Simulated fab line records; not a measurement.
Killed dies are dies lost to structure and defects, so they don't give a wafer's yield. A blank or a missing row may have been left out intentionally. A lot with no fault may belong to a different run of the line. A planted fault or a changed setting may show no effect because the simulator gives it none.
Comparing a struck lot with a sound one | flow sky130 | 15 steps out of a route of 708
Sound: these wafers, L510.1, L510.2, L510.5. Wafers L515.2, L515.4, L515.6 were the ones struck. The cause is given at the end.
Each step with rows lists, per side, the tool, then ch with its chambers, then its first start. Under that, the readings that differ: sound wafers | struck wafers | difference of the means | sigmas: that difference in standard deviations of wafers without a fault.
alike: a reading whose means differ by less than 2 such deviations, as well as words and numbers matching on both sides. not compared: withheld readings; readings where some wafer has no value; bounds like >300 that might hide an equal value; numbers whose values overlap and for which the record gives no deviation.
Wherever a step has rows on one side only, a row that says differs or no value, or a row with sigmas, the two part there. Numbers that don't overlap but have no deviation are shown without sigmas and don't part them. Lack of a reading on every wafer of one side parts them only where that side has two or more wafers.

first, 7 steps without rows for these wafers: SKY_LDD_LDN_DEHYDRATE_00 (time 60 s); SKY_LDD_LDN_HMDS_01 (prime time 60 s); SKY_LDD_LDN_COAT_02 (resist thk 1140 nm); SKY_LDD_LDN_SOFTBAKE_03 (time 60 s); SKY_LDD_LDN_EXPOSE_04 (exposes mask LDNTM, target cd 700 nm); SKY_LDD_LDN_PEB_05; SKY_LDD_LDN_DEVELOP_06 (develop time 60 s).
SKY_LDD_LDN_OVL_MEAS_07:
  struck on overlay-02, day 25 05:44; sound on overlay-01, day 23 18:11
  alike: LDD_LDN_OVL
then, 4 steps without rows for these wafers: SKY_LDD_LDN_IMPLANT_08; SKY_LDD_LDN_IMPLANT_09; SKY_LDD_LDN_IMPLANT_10; SKY_LDD_LDN_IMPLANT_11.
SKY_LDD_LDN_STRIP_12: strips in O2/N2.
  sound on plasmaAsher-03 ch 0,1, day 23 18:49; struck on plasmaAsher-02 ch 0, day 25 06:22
reading                                     | sound             | struck            | difference                    | sigmas
oesProductAu (a.u.)                         | 0.712 0.716 0.717 | 0.947 0.942 0.937 | +0.227                        | +53
stripTimeToEndpointS (s)                    | 14.12 14.15 14.13 | - - -             | no value on the struck wafers | 
model.NOVOLAK_of_LDD_LDN_COAT_02.thkNm (nm) | 0 0 0             | 381 380.2 381.9   | +381                          | 
  alike: drypumpMotorCurrentA
  not compared: rfHoursCounterH
SKY_LDD_LDN_TW_MEAS_13:
  struck on filmMetro-01, day 25 06:28; sound on filmMetro-02, day 23 18:55
  alike: LDD_LDN_TW
-- a jump in the record: the struck wafers' starts before and after are 22 days apart (it breaks off in module LDD_LDN and resumes in module PAD_OPEN, where the first step shown is number 708 of the route) --
SKY_PAD_OPEN_PROBE_99:
  struck on prober-01, day 47 08:39; sound on prober-02, day 46 06:52
reading          | sound    | struck                                                            | difference                   | sigmas
hold             | - - -    | awaitDispo/4.1h/scrap awaitDispo/4.1h/scrap awaitDispo/4.1h/scrap | no value on the sound wafers | 
killedAtFrontEnd | 16 19 17 | 411 440 423                                                       | +407                         | +89
killedDies       | 89 75 87 | 492 492 492                                                       | +408                         | +43
killedOnRim      | 18 11 17 | 96 96 96                                                          | +81                          | +20
  alike: killed_at_M0_to_M3, killed_at_M4_up, killedAtContacts, killedAtOther, killedOpen, killedShort

== WHERE THEY PART ==
Earliest at SKY_LDD_LDN_STRIP_12; latest, in this record, at SKY_PAD_OPEN_PROBE_99.

WHY: whatever the simulator had introduced
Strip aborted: plasmaAsher-02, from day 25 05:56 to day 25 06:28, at SKY_LDD_LDN_STRIP_12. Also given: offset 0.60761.
